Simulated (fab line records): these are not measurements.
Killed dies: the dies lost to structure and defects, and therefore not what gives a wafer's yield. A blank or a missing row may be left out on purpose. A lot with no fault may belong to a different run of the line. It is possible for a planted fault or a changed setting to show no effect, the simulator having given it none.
A struck lot beside a sound one | flow sky130 | 14 steps out of a route of 708
Sound: the wafers L124.1, L124.4, L124.5. The struck wafers were L117.2, L117.4, L117.6. The cause is named last.
For every step that has rows: the tool of each side, followed by ch and its chambers, followed by its first start. Under that, the readings that differ: sound wafers | struck wafers | difference of the means | sigmas: that difference in standard deviations of wafers without a fault.
alike: a reading whose means differ by less than 2 such deviations, as well as words and numbers matching on both sides. not compared: withheld readings; readings where some wafer has no value; bounds like >300 that might hide an equal value; numbers whose values overlap and for which the record gives no deviation.
The two part at a step that has a row with sigmas, a row that says differs or no value, or rows on one side only. Numbers that have no deviation but don't overlap get no sigmas and don't part them. A reading that every wafer of one side lacks parts them only if that side has two wafers or more.

first, 7 steps without rows for these wafers: SKY_NWELL_DEHYDRATE_16 (time 60 s); SKY_NWELL_HMDS_17 (prime time 60 s); SKY_NWELL_COAT_18 (resist thk 3000 nm); SKY_NWELL_SOFTBAKE_19; SKY_NWELL_EXPOSE_20 (exposes mask NWM COMPLEMENT, target cd 840 nm); SKY_NWELL_PEB_21; SKY_NWELL_DEVELOP_22 (develop time 60 s).
SKY_NWELL_OVL_MEAS_23:
  sound on overlay-02 at day 10 19:53; struck on overlay-02 at day 9 09:44
  alike: NWELL_01_OVL
following that, these wafers have no rows for 1 step: SKY_NWELL_IMPLANT_24.
SKY_NWELL_STRIP_25: strips in O2/N2.
  sound on plasmaAsher-02 ch 0,1, day 10 20:05; struck on plasmaAsher-04 ch 0,1, day 9 09:55
  alike: drypumpMotorCurrentA, o2FlowSccm, oesProductAu, stripTimeToEndpointS
  not compared: rfHoursCounterH
SKY_NWELL_TW_MEAS_26:
  sound on filmMetro-02 at day 10 20:11; struck on filmMetro-03 at day 9 10:02
  alike: NWELL_2_TW
then, 1 step without rows for these wafers: SKY_NWELL_CLEAN_27 (cleans in SC1/SC2, time 150 s).
SKY_NWELL_RTA_28: time 30 s.
  struck on rtpAnneal-02, day 9 10:10; sound on rtpAnneal-01 ch 0, day 10 20:17
  no value came back on the struck wafers for any of 5 readings (annealTempCMax, chamberO2Ppm and others); on the sound wafers annealTempCMax reads 1055.2 1056.8 1055.4
SKY_NWELL_RS_MEAS_29: measurement is done with a four-point probe.
  sound on filmMetro-01 at day 10 20:23; struck on filmMetro-02 at day 9 10:16
reading           | sound             | struck            | difference | sigmas
NWELL_RS (ohm/sq) | 624.6 623.5 623.8 | 133.1 133.1 132.9 | -490.9     | -99 or more

== WHERE THEY PART ==
First at SKY_NWELL_RTA_28; last, within this record, at SKY_NWELL_RS_MEAS_29.

WHY: the cause the simulator had injected
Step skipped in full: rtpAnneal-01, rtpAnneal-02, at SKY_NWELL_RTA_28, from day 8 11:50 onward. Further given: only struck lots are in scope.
